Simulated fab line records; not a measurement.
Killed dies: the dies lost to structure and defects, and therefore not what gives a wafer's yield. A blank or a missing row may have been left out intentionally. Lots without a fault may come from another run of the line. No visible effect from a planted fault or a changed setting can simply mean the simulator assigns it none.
fab line records + flow sky130
[record]
- lots = 5
- wafers = 15
- lastDay = 50
route steps=708 shown VIA3@590 METAL4@598 CAP2M@603 PAD_OPEN@708
lots untouched by any fault: they come from a run of this same line in which no faults occurred
startH: hours from the record's first day to the start of the lot's first wafer shown + waitH: time in hours since the lot's previous step + " as in the row above + L1.1+2: a row that stands for several wafers + - either no value or no given start + * or withheld: withheld + < > ~ a bound
route shown NAME@n: NAME is a module with steps in the file, n the number in the route of the first one + usual: mean/standard deviation of fault-free wafers + same: alike in all rows + chamber/n: place in a boat + sites: per-site readings + _std_site: the values' standard deviation + _edge_site: the outer-site mean with the inner-site mean subtracted + radiusMm: for every site, how far away it sits from the centre of the wafer + mask NAME#n: copy n + behind: the tool/chamber that last shaped the wafer + hold: reason for holding the lot/hours on hold/outcome of the hold + device: whichever transistor did not switch (one of n, p or np) + end of line: at the end of the route, the tests of the same wafers + for a step that has no rows: nothing shown but its recipe + killed: not the wafer's yield, but the dies lost to structure and defects at the first sort + map: dies across one wafer; x = killed, . = not, _ = none there
set.NAME: the run value of the setting; set.NAME@STEP: its run value at that earlier step + model.NAME: the simulator's own value behind a step, which no gauge read
certain route steps with their lots: each step a table, each wafer a row
services: a tool's chamber out of use, with start hour (startH, from the record's first day; less than 0 if before it), hours out, and reason
[[steps]]
[step SKY_VIA3_STRIP_17]
[recipe]
- chemistry = postEtchResidueRemover
- timeS = 1200
- tempC = 72.5
[step SKY_VIA3_CLEAN_18]
[recipe]
- chemistry = IPA
- timeS = 180
- tempC = 25
[step SKY_VIA3_CLEAN_19]
[recipe]
- chemistry = O3/DIW
- dry = n2Spin
[step SKY_VIA3_SPUTTER_20]
[recipe]
- material = TiN
- targetThkNm = 20
- chamberPressurePa = 5
- powerW = 4000
- timeS = 80
[usual]
- cathodeDcPowerW = 4000.0/0.72
- throttleValvePct = 29.6/1.2
| lot.wafer | tool          | chamber | startH  | waitH | cathodeDcPowerW | throttleValvePct |
|-----------|---------------|---------|---------|-------|-----------------|------------------|
| L557.2    | pvdSputter-04 | -       | 955.33  | 0.0   | 4000.2          | 29.4             |
| L557.3    | "             | -       | "       | "     | 3999.9          | 31.0             |
| L557.5    | "             | -       | "       | "     | 4000.3          | 30.2             |
| L566.1    | pvdSputter-02 | -       | 1015.77 | 0.0   | 3999.7          | 26.7             |
| L566.4    | "             | -       | "       | "     | 3999.6          | 30.1             |
| L566.5    | "             | -       | "       | "     | 4000.1          | 30.2             |
| L571.2    | pvdSputter-04 | -       | 1051.58 | 0.0   | 4000.1          | 29.6             |
| L571.5    | "             | -       | "       | "     | 4000.4          | 31.0             |
| L571.6    | "             | -       | "       | "     | 3998.7          | 30.2             |
| L576.1    | pvdSputter-04 | -       | 1074.30 | 0.0   | 4000.8          | 28.7             |
| L576.3    | "             | -       | "       | "     | 3999.6          | 30.9             |
| L576.4    | "             | -       | "       | "     | 3999.8          | 29.6             |
| L577.1    | pvdSputter-04 | -       | 1093.71 | 0.0   | 4001.4          | 28.7             |
| L577.2    | "             | -       | "       | "     | 3999.6          | 30.0             |
| L577.6    | "             | -       | "       | "     | 4000.4          | 29.4             |
[step SKY_VIA3_CVD_21]
[recipe]
- material = W
- targetThkNm = 390
- timeS = 117.31
- tempC = 400
- pressureTorr = 40
[step SKY_VIA3_RS_MEAS_22]
[recipe]
- thkMeasGauge = four-point-probe
- reads = W_of_VIA3_CVD_21+TiN_of_VIA3_SPUTTER_20
[usual]
- VIA3_W_RS = 0.2937/0.0028
| lot.wafer | tool         | chamber | startH  | waitH | VIA3_W_RS[ohm/sq] |
|-----------|--------------|---------|---------|-------|-------------------|
| L557.2    | filmMetro-03 | -       | 955.66  | 0.2   | 0.2932            |
| L557.3    | "            | -       | "       | "     | 0.2941            |
| L557.5    | "            | -       | "       | "     | 0.2959            |
| L566.1    | filmMetro-03 | -       | 1015.95 | 0.1   | 0.2921            |
| L566.4    | "            | -       | "       | "     | 0.2928            |
| L566.5    | "            | -       | "       | "     | 0.2917            |
| L571.2    | filmMetro-04 | -       | 1051.91 | 0.2   | 0.2922            |
| L571.5    | "            | -       | "       | "     | 0.2938            |
| L571.6    | "            | -       | "       | "     | 0.2912            |
| L576.1    | filmMetro-01 | -       | 1074.50 | 0.1   | 0.2906            |
| L576.3    | "            | -       | "       | "     | 0.2941            |
| L576.4    | "            | -       | "       | "     | 0.2926            |
| L577.1    | filmMetro-03 | -       | 1093.90 | 0.1   | 0.2950            |
| L577.2    | "            | -       | "       | "     | 0.2915            |
| L577.6    | "            | -       | "       | "     | 0.2914            |
[step SKY_VIA3_THK_MEAS_23]
[recipe]
- thkMeasGauge = xrf
- reads = W_of_VIA3_CVD_21
[usual]
- VIA3_W_THK = 391/4.9
| lot.wafer | tool         | chamber | startH  | waitH | VIA3_W_THK[nm] |
|-----------|--------------|---------|---------|-------|----------------|
| L557.2    | filmMetro-03 | -       | 955.77  | 0.1   | 392            |
| L557.3    | "            | -       | "       | "     | 391            |
| L557.5    | "            | -       | "       | "     | 387            |
| L566.1    | filmMetro-03 | -       | 1016.07 | 0.1   | 395            |
| L566.4    | "            | -       | "       | "     | 395            |
| L566.5    | "            | -       | "       | "     | 393            |
| L571.2    | filmMetro-04 | -       | 1052.02 | 0.1   | 392            |
| L571.5    | "            | -       | "       | "     | 392            |
| L571.6    | "            | -       | "       | "     | 394            |
| L576.1    | filmMetro-01 | -       | 1074.62 | 0.1   | 390            |
| L576.3    | "            | -       | "       | "     | 385            |
| L576.4    | "            | -       | "       | "     | 385            |
| L577.1    | filmMetro-03 | -       | 1094.02 | 0.1   | 392            |
| L577.2    | "            | -       | "       | "     | 399            |
| L577.6    | "            | -       | "       | "     | 398            |
[step SKY_VIA3_CMP_24]
[recipe]
- stopOn = SiO2
- tOverpolishS = 20
- downForcePsi = 3.5
- platenRpm = 60
- targetThkNm = 0
- padVelocityMS = 0.94248
[usual]
- motorCurrentA = 11.1/0.87
- overpolishRunS = 19.999/0.009
- timeToEndpointS = 95.1/2.9
| lot.wafer | tool   | chamber | startH  | waitH | motorCurrentA | overpolishRunS | timeToEndpointS |
|-----------|--------|---------|---------|-------|---------------|----------------|-----------------|
| L557.3    | cmp-01 | 0       | 955.87  | 0.1   | 10.5          | 20.001         | 95.0            |
| L557.2    | "      | 1       | "       | "     | 12.4          | 19.980         | 96.0            |
| L557.5    | "      | 0       | "       | "     | 10.6          | 19.999         | 95.6            |
| L566.1    | cmp-02 | 0       | 1016.18 | 0.1   | 9.3           | 20.003         | 94.9            |
| L566.4    | "      | 2       | "       | "     | 11.9          | 19.989         | 95.7            |
| L566.5    | "      | 3       | "       | "     | 12.2          | 19.995         | 91.3            |
| L571.2    | cmp-01 | 2       | 1052.51 | 0.5   | 10.4          | 19.988         | 94.1            |
| L571.6    | "      | 3       | "       | "     | 11.9          | 20.015         | 92.0            |
| L571.5    | "      | 0       | "       | "     | 10.7          | 19.997         | 94.2            |
| L576.4    | cmp-01 | 2       | 1074.73 | 0.1   | 9.5           | 20.014         | 97.6            |
| L576.3    | "      | 3       | "       | "     | 12.0          | 20.004         | 94.9            |
| L576.1    | "      | 0       | "       | "     | 11.1          | 19.997         | 90.7            |
| L577.1    | cmp-02 | 3       | 1094.13 | 0.1   | 11.6          | 20.002         | 99.0            |
| L577.2    | "      | 1       | "       | "     | 11.7          | 19.997         | 99.9            |
| L577.6    | "      | 3       | "       | "     | 10.7          | 19.996         | 100.2           |
[step SKY_METAL4_SPUTTER_00]
[recipe]
- material = Ti
- targetThkNm = 15
- powerW = 3000
- timeS = 10
- chamberPressurePa = 0.4
[step SKY_METAL4_SPUTTER_01]
[recipe]
- material = TiN
- targetThkNm = 20
- powerW = 6500
- timeS = 16.7
- chamberPressurePa = 0.4
[usual]
- cathodeDcPowerW = 6500.2/1.3
- throttleValvePct = 29.6/1.2
| lot.wafer | tool          | chamber | startH  | waitH | cathodeDcPowerW | throttleValvePct |
|-----------|---------------|---------|---------|-------|-----------------|------------------|
| L557.2    | pvdSputter-02 | -       | 956.14  | 0.0   | 6498.6          | 28.4             |
| L557.3    | "             | -       | "       | "     | 6499.6          | 26.5             |
| L557.5    | "             | -       | "       | "     | 6501.2          | 30.0             |
| L566.1    | pvdSputter-01 | -       | 1016.45 | 0.0   | 6502.0          | 29.8             |
| L566.4    | "             | -       | "       | "     | 6500.8          | 29.5             |
| L566.5    | "             | -       | "       | "     | 6502.7          | 29.9             |
| L571.2    | pvdSputter-02 | -       | 1052.68 | 0.0   | 6500.9          | 28.7             |
| L571.5    | "             | -       | "       | "     | 6500.7          | 31.5             |
| L571.6    | "             | -       | "       | "     | 6502.5          | 30.0             |
| L576.1    | pvdSputter-04 | -       | 1075.00 | 0.0   | 6498.8          | 30.6             |
| L576.3    | "             | -       | "       | "     | 6503.7          | 28.8             |
| L576.4    | "             | -       | "       | "     | 6498.7          | 30.6             |
| L577.1    | pvdSputter-04 | -       | 1094.40 | 0.0   | 6501.1          | 29.2             |
| L577.2    | "             | -       | "       | "     | 6499.3          | 30.3             |
| L577.6    | "             | -       | "       | "     | 6499.5          | 29.4             |
[step SKY_METAL4_SPUTTER_02]
[recipe]
- material = AlCu
- targetThkNm = 735
- powerW = 10600
- timeS = 39.1
- chamberPressurePa = 0.4
[step SKY_METAL4_SPUTTER_03]
[recipe]
- material = Ti
- targetThkNm = 5
- powerW = 3000
- timeS = 3.3
- chamberPressurePa = 0.4
[usual]
- cathodeDcPowerW = 3000.0/0.52
- throttleValvePct = 29.6/1.2
| lot.wafer | tool          | chamber | startH  | waitH | cathodeDcPowerW | throttleValvePct |
|-----------|---------------|---------|---------|-------|-----------------|------------------|
| L557.2    | pvdSputter-02 | -       | 956.20  | 0.0   | 3000.4          | 28.3             |
| L557.3    | "             | -       | "       | "     | 2999.4          | 26.5             |
| L557.5    | "             | -       | "       | "     | 2999.8          | 30.0             |
| L566.1    | pvdSputter-01 | -       | 1016.52 | 0.0   | 3000.3          | 29.9             |
| L566.4    | "             | -       | "       | "     | 2999.7          | 29.3             |
| L566.5    | "             | -       | "       | "     | 2999.9          | 30.1             |
| L571.2    | pvdSputter-02 | -       | 1052.75 | 0.0   | 2999.7          | 28.3             |
| L571.5    | "             | -       | "       | "     | 2999.9          | 31.2             |
| L571.6    | "             | -       | "       | "     | 2999.5          | 30.3             |
| L576.1    | pvdSputter-04 | -       | 1075.07 | 0.0   | 2999.6          | 30.9             |
| L576.3    | "             | -       | "       | "     | 2999.8          | 28.7             |
| L576.4    | "             | -       | "       | "     | 2999.8          | 29.9             |
| L577.1    | pvdSputter-04 | -       | 1094.46 | 0.0   | 2999.7          | 29.5             |
| L577.2    | "             | -       | "       | "     | 3000.5          | 30.2             |
| L577.6    | "             | -       | "       | "     | 3000.7          | 29.4             |
[step SKY_METAL4_SPUTTER_04]
[recipe]
- material = TiN
- targetThkNm = 70
- powerW = 6500
- timeS = 58.3
- chamberPressurePa = 0.4
[usual]
- cathodeDcPowerW = 6500.0/1.2
- throttleValvePct = 29.6/1.3
| lot.wafer | tool          | chamber | startH  | waitH | cathodeDcPowerW | throttleValvePct | model.TiN_of_METAL4_SPUTTER_04.thkNm |
|-----------|---------------|---------|---------|-------|-----------------|------------------|--------------------------------------|
| L557.2    | pvdSputter-02 | -       | 956.22  | 0.0   | 6501.6          | 28.8             | 68.14                                |
| L557.3    | "             | -       | "       | "     | 6501.2          | 26.3             | 69.34                                |
| L557.5    | "             | -       | "       | "     | 6501.5          | 30.2             | 69.47                                |
| L566.1    | pvdSputter-01 | -       | 1016.53 | 0.0   | 6501.2          | 29.9             | 70.53                                |
| L566.4    | "             | -       | "       | "     | 6501.9          | 29.4             | 70.56                                |
| L566.5    | "             | -       | "       | "     | 6500.4          | 30.0             | 70.29                                |
| L571.2    | pvdSputter-02 | -       | 1052.77 | 0.0   | 6499.9          | 28.6             | 70.19                                |
| L571.5    | "             | -       | "       | "     | 6500.2          | 31.2             | 71.3                                 |
| L571.6    | "             | -       | "       | "     | 7371.3          | 29.9             | 80.27                                |
| L576.1    | pvdSputter-04 | -       | 1075.08 | 0.0   | 6499.4          | 31.1             | 69.13                                |
| L576.3    | "             | -       | "       | "     | 6499.4          | 28.9             | 69.77                                |
| L576.4    | "             | -       | "       | "     | 6497.7          | 30.2             | 69.55                                |
| L577.1    | pvdSputter-04 | -       | 1094.48 | 0.0   | 6500.2          | 29.4             | 70.1                                 |
| L577.2    | "             | -       | "       | "     | 6499.4          | 30.0             | 70.57                                |
| L577.6    | "             | -       | "       | "     | 6500.5          | 29.5             | 69.79                                |
[step SKY_CAP2M_CVD_00]
[recipe]
- material = SiO2
- targetThkNm = 15.5
- tempC = 400
- timeS = withheld
- rfW = 450
[usual]
- heaterPowerW = 730/120
| lot.wafer | tool     | chamber | startH  | waitH | heaterPowerW |
|-----------|----------|---------|---------|-------|--------------|
| L557.2    | pecvd-02 | 1       | 956.27  | 0.0   | 591          |
| L557.3    | "        | 0       | "       | "     | 590          |
| L557.5    | "        | 2       | "       | "     | 698          |
| L566.1    | pecvd-04 | 1       | 1016.58 | 0.0   | 666          |
| L566.4    | "        | 2       | "       | "     | 852          |
| L566.5    | "        | 0       | "       | "     | 817          |
| L571.2    | pecvd-03 | 1       | 1052.82 | 0.0   | 836          |
| L571.5    | "        | 2       | "       | "     | 533          |
| L571.6    | "        | 1       | "       | "     | 863          |
| L576.1    | pecvd-04 | 2       | 1075.13 | 0.0   | 882          |
| L576.3    | "        | 0       | "       | "     | 762          |
| L576.4    | "        | 1       | "       | "     | 712          |
| L577.1    | pecvd-04 | 0       | 1094.53 | 0.0   | 795          |
| L577.2    | "        | 2       | "       | "     | 968          |
| L577.6    | "        | 2       | "       | "     | 939          |
[step SKY_PAD_OPEN_PROBE_99]
[usual]
- defectLimitedYield = 82.7/2.1
- killed_at_M0_to_M3 = 43/7.2
- killed_at_M4_up = 3.0/1.7
- killedAtContacts = 24/5.3
- killedAtFrontEnd = 15/4.6
- killedAtOther = 0.3/0.5
- killedDies = 85/10
- killedOnRim = 17/3.8
- killedOpen = 46/7.2
- killedShort = 39/6.4
- sort_bin_3_pad_short = 0.9/0.42
- sort_bin_5_function = 10.2/1.6
- sort_bin_6_memory = 6.2/1
- sortNPass = 407/10
- sortYieldPct = 82.7/2.1
[same]
- grossDies = 492
- killedAtBackSide = 0
- sort_bin_4_leakage[%] = 0
- sort_bin_8_speed[%] = 0
| lot.wafer | tool      | chamber | startH  | waitH | defectLimitedYield[%] | killed_at_M0_to_M3 | killed_at_M4_up | killedAtContacts | killedAtFrontEnd | killedAtOther | killedDies | killedOnRim | killedOpen | killedShort | sort_bin_3_pad_short[%] | sort_bin_5_function[%] | sort_bin_6_memory[%] | sortNPass | sortYieldPct[%] |
|-----------|-----------|---------|---------|-------|-----------------------|--------------------|-----------------|------------------|------------------|---------------|------------|-------------|------------|-------------|-------------------------|------------------------|----------------------|-----------|-----------------|
| L557.2    | prober-01 | -       | 1096.91 | 0.1   | 82.3                  | 41                 | 1               | 27               | 18               | 0             | 87         | 24          | 45         | 42          | 1.0                     | 10.6                   | 6.1                  | 405       | 82.3            |
| L557.3    | prober-01 | -       | 1096.96 | 0.2   | 80.9                  | 50                 | 4               | 28               | 12               | 0             | 94         | 18          | 48         | 46          | 0.8                     | 10.0                   | 8.3                  | 398       | 80.9            |
| L557.5    | prober-01 | -       | 1097.06 | 0.2   | 84.8                  | 35                 | 5               | 25               | 9                | 1             | 75         | 15          | 31         | 44          | 1.4                     | 8.3                    | 5.5                  | 417       | 84.8            |
| L566.1    | prober-02 | -       | 1147.21 | 0.1   | 83.5                  | 38                 | 1               | 27               | 15               | 0             | 81         | 13          | 43         | 38          | 0                       | 8.5                    | 7.9                  | 411       | 83.5            |
| L566.4    | prober-02 | -       | 1147.36 | 0.2   | 82.1                  | 42                 | 5               | 30               | 11               | 0             | 88         | 17          | 57         | 31          | 1.6                     | 11.0                   | 5.3                  | 404       | 82.1            |
| L566.5    | prober-02 | -       | 1147.41 | 0.2   | 79.9                  | 47                 | 1               | 33               | 17               | 1             | 99         | 20          | 55         | 44          | 1.4                     | 11.0                   | 7.7                  | 393       | 79.9            |
| L571.2    | prober-01 | -       | 1176.56 | 0.1   | 82.3                  | 45                 | 1               | 28               | 12               | 1             | 87         | 15          | 46         | 41          | 0.8                     | 10.4                   | 6.5                  | 405       | 82.3            |
| L571.5    | prober-01 | -       | 1176.71 | 0.2   | 81.1                  | 51                 | 4               | 27               | 11               | 0             | 93         | 18          | 53         | 40          | 0.8                     | 12.2                   | 5.9                  | 399       | 81.1            |
| L571.6    | prober-01 | -       | 1176.76 | 0.2   | 83.7                  | 31                 | 4               | 35               | 10               | 0             | 80         | 14          | 47         | 33          | 0.4                     | 11.4                   | 4.5                  | 412       | 83.7            |
| L576.1    | prober-02 | -       | 1193.45 | 0.1   | 85.4                  | 38                 | 2               | 23               | 9                | 0             | 72         | 13          | 33         | 39          | 1.4                     | 8.1                    | 5.1                  | 420       | 85.4            |
| L576.3    | prober-02 | -       | 1193.55 | 0.2   | 85.0                  | 32                 | 3               | 29               | 10               | 0             | 74         | 15          | 37         | 37          | 0.6                     | 9.8                    | 4.7                  | 418       | 85.0            |
| L576.4    | prober-02 | -       | 1193.60 | 0.2   | 86.0                  | 49                 | 1               | 13               | 6                | 0             | 69         | 12          | 37         | 32          | 0.8                     | 8.7                    | 4.5                  | 423       | 86.0            |
| L577.1    | prober-01 | -       | 1207.35 | 0.1   | 81.7                  | 40                 | 4               | 32               | 14               | 0             | 90         | 18          | 57         | 33          | 1.4                     | 11.8                   | 5.1                  | 402       | 81.7            |
| L577.2    | prober-01 | -       | 1207.40 | 0.1   | 83.7                  | 35                 | 0               | 27               | 17               | 1             | 80         | 16          | 51         | 29          | 0.4                     | 10.4                   | 5.5                  | 412       | 83.7            |
| L577.6    | prober-01 | -       | 1207.60 | 0.2   | 82.3                  | 46                 | 4               | 27               | 10               | 0             | 87         | 18          | 43         | 44          | 0.6                     | 10.6                   | 6.5                  | 405       | 82.3            |
// killed by level:class
L557.2 LI_CONTACT:geometricParticle:open=13 VIA1:geometricParticle:open=10 VIA1:geometricParticle:short=8 FIELD_ISO:geometricParticle:short=7 METAL1:geometricParticle:short=7 CONTACT:geometricParticle:open=7 CONTACT:geometricParticle:short=4 VIA2:geometricParticle:open=4
L557.3 VIA1:geometricParticle:open=11 LI_CONTACT:geometricParticle:open=8 CONTACT:geometricParticle:open=7 METAL2:geometricParticle:short=7 VIA2:geometricParticle:open=7 VIA1:geometricParticle:short=6 LI_CONTACT:geometricParticle:short=5 VIA2:geometricParticle:short=4
L557.5 METAL1:geometricParticle:short=10 CONTACT:geometricParticle:open=9 VIA1:geometricParticle:open=7 CONTACT:geometricParticle:short=6 LOCAL_INTERCONNECT:geometricParticle:short=5 METAL4:geometricParticle:short=5 VIA3:geometricParticle:short=4 VIA2:geometricParticle:open=4
L566.1 CONTACT:geometricParticle:open=15 METAL1:geometricParticle:short=8 VIA1:geometricParticle:open=7 POLY_GATE:geometricParticle:short=6 VIA3:geometricParticle:open=5 CONTACT:geometricParticle:short=5 METAL2:geometricParticle:open=4 VIA2:geometricParticle:short=4
L566.4 CONTACT:geometricParticle:open=14 VIA1:geometricParticle:open=12 LI_CONTACT:geometricParticle:open=8 VIA3:geometricParticle:open=8 VIA1:geometricParticle:short=6 POLY_GATE:geometricParticle:open=4 VIA2:geometricParticle:open=4 METAL2:geometricParticle:short=4
L566.5 CONTACT:geometricParticle:open=13 VIA1:geometricParticle:open=10 CONTACT:geometricParticle:short=8 VIA2:geometricParticle:open=7 LI_CONTACT:geometricParticle:open=6 VIA2:geometricParticle:short=6 LOCAL_INTERCONNECT:geometricParticle:short=5 FIELD_ISO:geometricParticle:open=4
L571.2 CONTACT:geometricParticle:open=9 VIA1:geometricParticle:open=8 VIA3:geometricParticle:open=7 LI_CONTACT:geometricParticle:open=5 LOCAL_INTERCONNECT:geometricParticle:short=5 METAL1:geometricParticle:short=5 METAL2:geometricParticle:short=5 CONTACT:geometricParticle:short=4
L571.5 CONTACT:geometricParticle:open=12 VIA1:geometricParticle:open=11 METAL2:geometricParticle:short=10 VIA3:geometricParticle:open=7 VIA2:geometricParticle:open=6 LI_CONTACT:geometricParticle:open=5 LI_CONTACT:geometricParticle:short=4 VIA1:geometricParticle:short=4
L571.6 CONTACT:geometricParticle:open=13 LI_CONTACT:geometricParticle:open=7 VIA2:geometricParticle:open=7 VIA3:geometricParticle:open=7 VIA1:geometricParticle:open=6 CONTACT:geometricParticle:short=6 LOCAL_INTERCONNECT:geometricParticle:short=5 POLY_GATE:geometricParticle:open=4
L576.1 LI_CONTACT:geometricParticle:open=8 VIA2:geometricParticle:open=6 METAL3:geometricParticle:short=6 VIA1:geometricParticle:open=5 LOCAL_INTERCONNECT:geometricParticle:short=5 CONTACT:geometricParticle:open=5 VIA1:geometricParticle:short=5 METAL1:geometricParticle:short=4
L576.3 LI_CONTACT:geometricParticle:open=11 METAL2:geometricParticle:short=10 CONTACT:geometricParticle:open=6 LI_CONTACT:geometricParticle:short=4 VIA1:geometricParticle:open=4 VIA3:geometricParticle:open=4 FIELD_ISO:geometricParticle:short=3 POLY_GATE:geometricParticle:open=3
L576.4 VIA1:geometricParticle:open=15 VIA2:geometricParticle:open=6 METAL2:geometricParticle:short=6 VIA2:geometricParticle:short=5 VIA3:geometricParticle:open=5 CONTACT:geometricParticle:open=4 VIA3:geometricParticle:short=4 LOCAL_INTERCONNECT:geometricParticle:short=3
L577.1 CONTACT:geometricParticle:open=14 VIA1:geometricParticle:open=10 LI_CONTACT:geometricParticle:open=10 VIA2:geometricParticle:open=9 METAL1:geometricParticle:short=6 CONTACT:geometricParticle:short=5 VIA3:geometricParticle:open=5 FIELD_ISO:geometricParticle:open=4
L577.2 VIA1:geometricParticle:open=13 CONTACT:geometricParticle:open=9 LI_CONTACT:geometricParticle:open=8 POLY_GATE:geometricParticle:open=6 VIA2:geometricParticle:open=6 CONTACT:geometricParticle:short=5 VIA1:geometricParticle:short=4 FIELD_ISO:geometricParticle:open=3
L577.6 CONTACT:geometricParticle:open=8 METAL1:geometricParticle:short=8 LI_CONTACT:geometricParticle:open=6 METAL2:geometricParticle:short=6 CONTACT:geometricParticle:short=5 METAL1:geometricParticle:open=5 VIA3:geometricParticle:open=5 LI_CONTACT:geometricParticle:short=4
[[services]]
| tool          | chamber | startH  | hours | kind                  |
|---------------|---------|---------|-------|-----------------------|
| pecvd-03      | 1       | 934.04  | 8.8   | repair                |
| pecvd-02      | 1       | 936.67  | 2.4   | repair                |
| cmp-02        | -       | 938.69  | 9.6   | repair                |
| pvdSputter-02 | -       | 941.44  | 5.5   | repair                |
| cmp-01        | -       | 948.49  | 2.1   | repair                |
| pvdSputter-02 | -       | 952.73  | 1.2   | repair                |
| cmp-01        | -       | 957.59  | 0.3   | repair                |
| cmp-01        | -       | 965.11  | 3.5   | repair                |
| pecvd-03      | -       | 968.31  | 1.1   | repair                |
| pvdSputter-04 | 1       | 970.02  | -     | consumableReplace:kit |
| pvdSputter-04 | 1       | 970.02  | 18.0  | scheduledDown         |
| cmp-02        | -       | 977.60  | 4.2   | pm                    |
| pecvd-02      | 2       | 985.87  | 6.4   | repair                |
| pecvd-02      | 1       | 993.10  | 15.0  | repair                |
| pecvd-03      | -       | 996.82  | 0.5   | repair                |
| cmp-02        | -       | 997.06  | 0.7   | repair                |
| pecvd-04      | -       | 1015.11 | 1.4   | repair                |
| pvdSputter-02 | -       | 1020.75 | 3.3   | repair                |
| cmp-01        | -       | 1031.71 | 1.4   | repair                |
| cmp-01        | -       | 1034.62 | 1.0   | repair                |
| cmp-02        | -       | 1039.80 | 12.7  | pm                    |
| cmp-02        | -       | 1084.11 | 4.0   | pm                    |
| pvdSputter-01 | -       | 1090.19 | 24.9  | repair                |
| pvdSputter-02 | -       | 1091.59 | 0.9   | repair                |
[[key]]
[firstSign]
- step = SKY_METAL4_SPUTTER_04
- reading = cathodeDcPowerW
- direction = up
- sigmas = 99+
- usual = 6500.0
- struck = 7371.3
effect none on later readings
[modelEffect]
- step = SKY_METAL4_SPUTTER_04
- value = TiN_of_METAL4_SPUTTER_04.thkNm
- without = 70.86
- struck = 80.27
metAt SKY_METAL4_SPUTTER_04
struckWafers L571.6
onsetBetween 956.22 1052.77
[fault]
- kind = processParameterDrift
- tool = pvdSputter-02
- chamber = -
- onsetH = 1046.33
- steps = SKY_METAL4_SPUTTER_04
- channel = powerW
- offset = *
- shape = step
- endH = 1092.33
- actsIn = *
- stated = *
- scope = struckWafersOnly
